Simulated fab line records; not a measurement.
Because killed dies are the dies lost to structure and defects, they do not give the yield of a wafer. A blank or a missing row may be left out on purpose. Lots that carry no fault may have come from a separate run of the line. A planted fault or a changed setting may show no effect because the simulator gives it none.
Chamber matching    flow gf180mcu    GF_V4_CMP_04 on cmp-02: 4 sister chambers
The step polishes SiO2. 7 wafers are shown with their chamber, then 7 later ones without.

== EACH WAFER AND ITS CHAMBER ==
wafer   chamber  motor current A (A)  time to endpoint s (s)
L769.6  2        12.4                 85
L770.5  1        11.5                 90
L776.2  0        14.5                 93
L776.4  3        14.3                 94
L776.6  1        11.5                 89
L782.4  3        13.1                 88
L782.5  2        12.9                 95

== WAFERS WITH NO CHAMBER GIVEN ==
wafer   motor current A (A)  time to endpoint s (s)
L782.6  13.0                 88
L783.2  11.7                 86
L783.3  12.4                 83
L783.4  14.8                 94
L785.2  13.1                 77
L785.3  13.7                 89
L785.5  12.1                 85

== WHICH CHAMBER EACH ONE RAN IN ==
wafer   from the rows above                in truth
L782.6  can't be placed: 2 or 3            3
L783.2  can't be placed: 1 or 2            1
L783.3  can't be placed: 2 or 1 or 3       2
L783.4  can't be placed: 0 or 3            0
L785.2  can't be placed: 2 or 3 or 1 or 0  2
L785.3  can't be placed: 3 or 0 or 2       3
L785.5  can't be placed: 1 or 2 or 3       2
Placed correctly: 0 of 7. Not placeable from these rows: 7 (in 7, the candidates include the true chamber). Placed wrongly: 0.
How it was worked out, from the rows above alone: a wafer's distance from a chamber is the root of the sum, over the readings, of the square of ((its reading less the chamber's mean) divided by the reading's scatter). If the next closest chamber is less than 2 further off than the closest, the wafer can't be placed; otherwise it belongs to the closest. The mean given for a chamber averages the wafers shown for that chamber. The scatter: take each reading less its chamber's mean, square it, sum over the shown wafers, divide by the number of wafers less the number of chambers, and take the root.
